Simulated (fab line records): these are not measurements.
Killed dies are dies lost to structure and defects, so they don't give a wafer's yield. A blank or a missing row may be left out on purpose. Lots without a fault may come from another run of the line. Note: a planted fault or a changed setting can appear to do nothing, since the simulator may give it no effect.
2 desks, one fault ; flow gf180mcu ; every desk sees just its own numbers, and what lay behind them comes last

== AT THE TOOL OWNER'S DESK: krf_scanner-01 ==
The tool's own readings at GF_CONTACT_EXPOSE_11 (exposes mask Contact, target cd 220 nm): means of the sampled wafers that have a number, for each lot that ran on this tool. If a lot's mean is further than 4 standard deviations from the usual mean, the lot is out of limits and carries the mark OUT (the distance appears in the brackets).
Columns: A = exposure_dose_mJ_cm2 at GF_CONTACT_EXPOSE_11, usual 38.02; B = focus_offset_nm at GF_CONTACT_EXPOSE_11, usual 0.1 nm
lot;first seen here;A;B
L807;day 15 17:07;38.05;-0.5
L812;day 17 15:21;38.06;0.2
L813;day 17 21:20;38.02;0.4
L815;day 18 15:40;38.03;0.7
L816;day 19 01:10;38.05;-0.6
L825;day 22 13:56;37.99;-0.1
L828;day 23 07:05;39.82 (+42) OUT;0.3
L829;day 23 16:44;39.80 (+41) OUT;0.3
Finding of this desk: L828, L829 out of limits; the first was L828 at day 23 07:05, on exposure_dose_mJ_cm2 at GF_CONTACT_EXPOSE_11. L807, L812, L813, L815, L816, L825 stayed within limits.

== AT THE METROLOGY DESK ==
What the gauges read for every lot (on any tool): the sampled wafers with a number, averaged. If a lot's mean is further than 4 standard deviations from the usual mean, the lot is out of limits and carries the mark OUT (the distance appears in the brackets).
Columns: A = MVPSD_OVL at GF_MVPSD_OVL_MEAS_07, usual 0.1 nm; B = VT_IMPLANT_01_OVL at GF_VT_IMPLANT_OVL_MEAS_18, usual -0.3 nm; C = cd_nm at GF_CONTACT_CD_MEAS_14, usual 220.4 nm
lot;first seen here;A;B;C
L807;day 4 23:03;0.7;-0.8;221.1
L808;day 5 07:16;1.0;-1.0;220.8
L809;day 5 12:28;-0.2;-0.9;219.3
L812;day 6 04:24;-1.7;0.1;222.9
L813;day 6 11:42;0.7;-0.3;220.6
L814;day 6 18:06;-0.1;0.7;218.7
L815;day 6 22:48;-0.5;3.5;220.2
L816;day 7 05:48;-0.4;-2.7;220.7
L818;day 7 16:33;-0.4;0.4;219.2
L819;day 8 00:39;-0.9;1.4;219.8
L825;day 9 14:58;1.5;-1.1;223.4
L828;day 10 07:06;0.6;0.9;224.4
L829;day 10 12:51;1.0;0.6;228.1 (+4.8) OUT
Finding of this desk: L829 out of limits; the first was L829 at day 24 03:32, on cd_nm at GF_CONTACT_CD_MEAS_14. L807, L808, L809, L812, L813, L814, L815, L816, L818, L819, L825, L828 stayed within limits.

== PUT TOGETHER ==
An alarm could have come from the tool owner's desk at day 23 07:05, on L828, L829.
On L829, the metrology desk was in a position to raise an alarm at day 24 03:32.
The metrology desk has L828 on record, within its limits.
All the named lots went through GF_CONTACT_EXPOSE_11 on krf_scanner-01.

== WHAT WAS PUT IN BY THE SIMULATOR ==
Process parameter drift: krf_scanner-01, from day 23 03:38 on, at GF_CONTACT_EXPOSE_11. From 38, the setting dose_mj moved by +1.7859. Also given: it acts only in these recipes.
Lots struck among those shown: L828, L829.
Fault start to first reading out of limits, in hours, per desk: tool owner, 3; metrology, 24.
